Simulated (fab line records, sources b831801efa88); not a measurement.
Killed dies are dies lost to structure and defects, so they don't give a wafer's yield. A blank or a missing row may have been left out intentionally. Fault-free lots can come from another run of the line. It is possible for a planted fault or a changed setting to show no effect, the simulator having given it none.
Comparing a struck lot with a sound one / flow sky130 / 15 steps out of a route of 708
Sound: the wafers L497.2, L497.3, L497.6. The struck wafers were L503.1, L503.2, L503.5. The cause comes at the end.
Order at every step that has rows: each side's tool, ch and its chambers, its first start. Under that, the readings that differ: sound wafers / struck wafers / difference of the means / sigmas: that difference in standard deviations of wafers without a fault.
alike: a reading whose means differ by less than 2 such deviations, as well as words and numbers matching on both sides. not compared: withheld readings; readings where some wafer has no value; bounds like >300 that might hide an equal value; numbers whose values overlap and for which the record gives no deviation.
The two part at a step that has a row with sigmas, a row that says differs or no value, or rows on one side only. Numbers that don't overlap but have no deviation are shown without sigmas and don't part them. Lack of a reading on every wafer of one side parts them only where that side has two or more wafers.

first, 1 step without rows for these wafers: SKY_POLY_GATE_OXIDATION_20 (stabilise 600 s, purge 300 s, target thk 4 nm).
SKY_POLY_GATE_THK_MEAS_21:
  sound: film_metro-02 at day 19 00:59; struck: film_metro-01 at day 21 10:35
  alike: POLY_GATE_OXIDATION_THK
SKY_POLY_GATE_CD_MEAS_22:
  sound: cd_sem-02 at day 19 01:04; struck: cd_sem-02 at day 21 10:39
  alike: cd_nm
then, 7 steps without rows for these wafers: SKY_LDD_N_DEHYDRATE_00 (time 60 s); SKY_LDD_N_HMDS_01 (prime time 60 s); SKY_LDD_N_COAT_02 (resist thk 300 nm); SKY_LDD_N_SOFTBAKE_03 (time 60 s); SKY_LDD_N_EXPOSE_04 (exposes mask NTM, target cd 840 nm); SKY_LDD_N_PEB_05; SKY_LDD_N_DEVELOP_06 (develop time 60 s).
SKY_LDD_N_OVL_MEAS_07:
  sound: overlay-01 at day 20 08:12; struck: overlay-01 at day 22 16:50
  alike: LDD_N_OVL
next, for these wafers, 1 step has no rows: SKY_LDD_N_IMPLANT_08.
SKY_LDD_N_IMPLANT_09:
  sound on implanter-01 ch 0, day 20 08:24; struck on implanter-01 ch 0, day 22 17:01
reading=rotation_deg (degrees); sound=112.99 113.03 113.01; struck=299.56 299.62 299.55; difference=+186.57; sigmas=+99 or more
next, for these wafers, 1 step has no rows: SKY_LDD_N_IMPLANT_10.
-- here the record skips 26 days between the struck wafers' starts before and after, leaving off in module LDD_N and picking up in module PAD_OPEN (first step shown: number 708 of the route) --
SKY_PAD_OPEN_PROBE_99:
  sound: prober-02 at day 47 13:07; struck: prober-02 at day 48 23:58
reading=killed_open; sound=62 51 52; struck=50 30 34; difference=-17; sigmas=-2
  alike: killed_at_M0_to_M3, killed_at_M4_up, killed_at_contacts, killed_at_front_end, killed_at_other, killed_dies, killed_short
  not compared: model.etest.nfet_01v8_swapped.vt_sat_v

== WHERE THEY PART ==
At SKY_LDD_N_IMPLANT_09 first; at SKY_PAD_OPEN_PROBE_99 last (within this record only).

WHY: whatever the simulator had introduced
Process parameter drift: implanter-01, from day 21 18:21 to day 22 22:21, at SKY_LDD_N_IMPLANT_09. The setting rotation_deg was moved by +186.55, starting from 113. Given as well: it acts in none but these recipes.
